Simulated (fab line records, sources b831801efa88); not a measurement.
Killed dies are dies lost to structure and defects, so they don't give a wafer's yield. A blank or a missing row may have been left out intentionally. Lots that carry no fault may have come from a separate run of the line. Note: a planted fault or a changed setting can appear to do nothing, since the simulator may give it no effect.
Which of the tools did it? | flow gf180mcu | 14 lots with 42 wafers sampled at 4 steps, on a route of 602 steps

== WHAT THE GAUGES READ, wafer by wafer ==
GF_STI_BOW_MEAS_00.
lot  | measured    | on           | INCOMING_BOW (um)
L914 | day 1 10:00 | filmMetro-01 | -3 -5 0
L915 | day 1 15:04 | filmMetro-02 | 1 0 3
L916 | day 1 20:01 | filmMetro-03 | 2 -13 -8
L918 | day 2 06:00 | filmMetro-03 | 6 -1 4
L919 | day 2 11:00 | filmMetro-02 | -2 3 3
L921 | day 2 21:04 | filmMetro-01 | -5 -3 12
L923 | day 3 07:00 | filmMetro-01 | 3 3 -15
L924 | day 3 12:00 | filmMetro-01 | 9 4 -2
L926 | day 3 22:04 | filmMetro-02 | 4 1 0
L927 | day 4 03:00 | filmMetro-02 | 5 -5 7
L929 | day 4 13:00 | filmMetro-02 | -7 8 13
L933 | day 5 09:00 | filmMetro-03 | 8 0 -1
L934 | day 5 14:00 | filmMetro-03 | 6 -13 0
L936 | day 6 00:02 | filmMetro-01 | 2 8 -8

GF_LVPWELL_OVL_MEAS_07.
lot  | measured    | on         | LVPWELL_OVL (nm)
L914 | day 3 19:55 | overlay-01 | -1.4 -2.1 -1.1
L915 | day 4 00:29 | overlay-02 | -0.3 0.6 1.3
L916 | day 4 07:51 | overlay-02 | 1.9 2.1 2.5
L918 | day 4 19:10 | overlay-02 | 0.1 -0.3 -1.1
L919 | day 4 23:28 | overlay-01 | 2.3 0.5 1.4
L921 | day 5 09:46 | overlay-01 | -1.0 -2.0 -1.2
L923 | day 5 23:41 | overlay-01 | 0.5 1.0 1.0
L924 | day 6 04:13 | overlay-01 | -1.9 -1.1 -0.3
L926 | day 6 18:13 | overlay-02 | -1.5 -0.8 -2.7
L927 | day 6 23:58 | overlay-02 | 0.3 0.8 -0.8
L929 | day 7 08:44 | overlay-01 | 0.5 -2.0 0.0
L933 | day 8 08:12 | overlay-01 | 0.0 1.1 -1.3
L934 | day 8 12:42 | overlay-01 | 0.7 0.8 0.0
L936 | day 9 00:42 | overlay-02 | -1.1 -0.4 -1.4

GF_DUAL_GATE_THK_MEAS_03.
lot  | measured     | on           | DUAL_GATE_OXIDATION_00_THK (nm)
L914 | day 7 13:58  | filmMetro-03 | 11.01 10.99 10.78
L915 | day 7 19:59  | filmMetro-03 | 11.04 11.23 10.97
L916 | day 8 05:28  | filmMetro-01 | 11.09 11.03 11.04
L918 | day 8 17:15  | filmMetro-01 | 11.00 11.02 10.90
L919 | day 9 02:55  | filmMetro-02 | 10.91 11.00 10.89
L921 | day 9 12:56  | filmMetro-01 | 10.72 10.74 10.86
L923 | day 10 04:37 | filmMetro-01 | 10.93 10.95 11.10
L924 | day 10 11:29 | filmMetro-01 | 11.20 11.13 11.05
L926 | day 11 02:47 | filmMetro-01 | 11.12 11.20 11.06
L927 | day 11 10:21 | filmMetro-02 | 11.27 10.96 11.25
L929 | day 11 23:38 | filmMetro-02 | 10.82 11.24 11.03
L933 | day 13 05:40 | filmMetro-01 | 10.45 10.62 10.60
L934 | day 13 05:40 | filmMetro-02 | 10.47 10.45 10.39
L936 | day 13 19:28 | filmMetro-01 | 11.01 10.95 11.23

== WHICH TOOL RAN EACH LOT (tool, then ch and the chambers of the sampled wafers, then the start) ==
lot  | GF_STI_SOFTBAKE_08
L914 | lithoTrack-02 ch 0, day 1 19:31
L915 | lithoTrack-03 ch 0, day 2 00:02
L916 | lithoTrack-03 ch 0, day 2 04:38
L918 | lithoTrack-04 ch 0, day 2 15:23
L919 | lithoTrack-03 ch 0, day 2 21:07
L921 | lithoTrack-04 ch 0, day 3 07:06
L923 | lithoTrack-03 ch 0, day 3 18:07
L924 | lithoTrack-02 ch 0, day 3 22:49
L926 | lithoTrack-04 ch 0, day 4 08:09
L927 | lithoTrack-02 ch 0, day 4 14:52
L929 | lithoTrack-02 ch 0, day 4 23:55
L933 | lithoTrack-04 ch 0, day 5 19:34
L934 | lithoTrack-02 ch 0, day 6 00:48
L936 | lithoTrack-04 ch 0, day 6 11:16
- GF_STI_SOFTBAKE_08: time 60 s.

== WHAT THE TOOLS THEMSELVES READ (means of the sampled wafers that have a number; where no wafer has one, the mark that the record gives instead) ==
GF_STI_SOFTBAKE_08.
lot  | tool          | runLengthS (s)
L914 | lithoTrack-02 | 89.44
L915 | lithoTrack-03 | 89.14
L916 | lithoTrack-03 | 88.99
L918 | lithoTrack-04 | 89.26
L919 | lithoTrack-03 | 89.02
L921 | lithoTrack-04 | 89.25
L923 | lithoTrack-03 | 89.03
L924 | lithoTrack-02 | 89.55
L926 | lithoTrack-04 | 89.32
L927 | lithoTrack-02 | 89.56
L929 | lithoTrack-02 | 89.60
L933 | lithoTrack-04 | 91.06
L934 | lithoTrack-02 | 89.61
L936 | lithoTrack-04 | 91.01

== THE ANSWER, worked out from the rows above alone ==
Rule: usual is defined by the lots themselves. The widest of any qualifying gaps counts: lots, ordered by their means at a reading, are off when they make up no more than a third of the lots, leave a main group of 4 or more, and stand apart from it by 3 or more times the standard deviation of that group's means. If all means in a main group match to the digits the tables above print for the reading, that group is not used. A lot without any number at a reading at which 4 lots or more have one is off too. All remaining lots with rows at the step are treated as sound. First the gauges in route order, then the tools' own readings, where a lot's mean is used as printed above. At the first step where some lot is off, the reading lying furthest off is the one used; lots without a number count as furthest.
Off: L933, L936 (GF_STI_SOFTBAKE_08, runLengthS). Main group: mean 89.31 s, sd 0.23.
A tool fits if, at that step or a process step before it, it ran every lot that is off, and no sound lot after the first of them. One fits: lithoTrack-04 at GF_STI_SOFTBAKE_08. Its last sound lot is L926 (day 4 08:09), its first lot that is off L933 (day 5 19:34): a fault that began between those two fits.
On the lots that are off, the tool's own readings at GF_STI_SOFTBAKE_08 differ by more than 5 times the standard deviation of the sound lots' means, which bears it out; runLengthS reads 91.03 s there versus 89.31 s on the sound lots.

== WHAT THE SIMULATOR HAD PUT IN ==
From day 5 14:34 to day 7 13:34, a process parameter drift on lithoTrack-04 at GF_STI_SOFTBAKE_08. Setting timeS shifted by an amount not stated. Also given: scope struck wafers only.
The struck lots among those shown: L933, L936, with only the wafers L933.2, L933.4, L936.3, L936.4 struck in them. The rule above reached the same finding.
